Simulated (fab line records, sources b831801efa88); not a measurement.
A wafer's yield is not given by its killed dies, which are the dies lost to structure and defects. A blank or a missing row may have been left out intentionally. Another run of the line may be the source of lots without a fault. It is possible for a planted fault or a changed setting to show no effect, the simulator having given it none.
Problem report, 8D (eight disciplines) form, completed by code | flow gf180mcu | the parts of the form that need people (team, actions taken, sign-off) are left out

## 1. WHAT WENT WRONG
HV_LDD_4_TW at GF_HV_LDD_TW_MEAS_50 reads a mean of 529.7 on 3 wafers of 3 lots; wafers without a fault read 573.3 with a standard deviation of 2.7. That puts it -16 standard deviations away from the usual mean.
First observed at day 17 13:13: wafer L707.5, on film metro-02. The record holds 34 wafers of 12 lots with a number at this step. Rule for "out" (also "out of limits"): further than 4 standard deviations from the usual mean. The other wafers with a number count as sound.

## 2. WHAT IT IS; WHAT IT IS NOT
question                    | is                           | is not
which readings at this step | HV_LDD_4_TW                  | -
which lots                  | L707, L708, L709             | L692, L695, L696, L697, L699, L700, L701, L713, L714
which wafers of those lots  | L707.5, L708.5, L709.4       | L707.2, L708.1, L708.2, L709.2
read on which gauges        | film metro-01, film metro-02 | film metro-04
when                        | from day 17 13:13            | up to then (22 sound wafers); but 9 sound wafers of L708, L709, L713, L714 came after

## 3. SUSPECTS, AND WHAT RULES EACH OUT
Counting: any tool at a process step up to the reading remains a suspect provided it ran every lot that is out. Sound lots after the first of them don't rule it out here, since some wafers of a struck lot are sound.
- the gauge at GF_HV_LDD_TW_MEAS_50 is ruled out. Those wafers that are out were read across 2 gauges (film metro-01, film metro-02).
- implanter-01 at GF_HV_LDD_IMPLANT_48: kept. Ran every lot that is out, first one L707 (day 17 12:59); last sound lot up to then L701 (day 15 13:15). Its own beam on s, faraday current uA readings are out on those wafers.
After counting, what remains is implanter-01 at GF_HV_LDD_IMPLANT_48.

## 4. THE CAUSE (what the simulator had put in)
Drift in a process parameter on implanter-01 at GF_HV_LDD_IMPLANT_48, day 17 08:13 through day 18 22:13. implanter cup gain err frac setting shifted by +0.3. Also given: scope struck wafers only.
After counting, this tool was the only one left.

## 5. THE EFFECT CHAIN, in route order
Each row: a reading where the mean over the struck wafers with a number is more than 3 standard deviations away from the usual. Only readings whose record carries a usual standard deviation are examined. hours: median over the lots of the time between each lot's start at the first step of this table that gives one and its start at this step. sigmas: the change, counted in usual standard deviations.
hours | step                 | reading            | usual   | on struck wafers | change | sigmas
0     | GF_HV_LDD_IMPLANT_48 | beam on s          | 10.00 s | 7.57             | -2.43  | -12
0     | GF_HV_LDD_IMPLANT_48 | faraday current uA | 169     | 223              | +54    | +16
0     | GF_HV_LDD_TW_MEAS_50 | HV_LDD_4_TW        | 573.3   | 529.7            | -43.6  | -16
Here are the process steps it includes:
- GF_HV_LDD_IMPLANT_48

## 6. WHAT WOULD HAVE CAUGHT IT SOONER
In this record the first reading out of limits at a measuring or inspecting step was taken at day 17 13:13, 5 hours after the fault began at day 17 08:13.
At GF_HV_LDD_IMPLANT_48, the tool's own readings (beam on s, faraday current uA) were out on each struck wafer the step has a row for, so an alarm limit on them would have fired on the first such wafer.
Of the lots that are out (3), L708, L709 began GF_HV_LDD_IMPLANT_48 on implanter-01 after day 17 13:13. A hold on the tool at that time would have spared those 2.
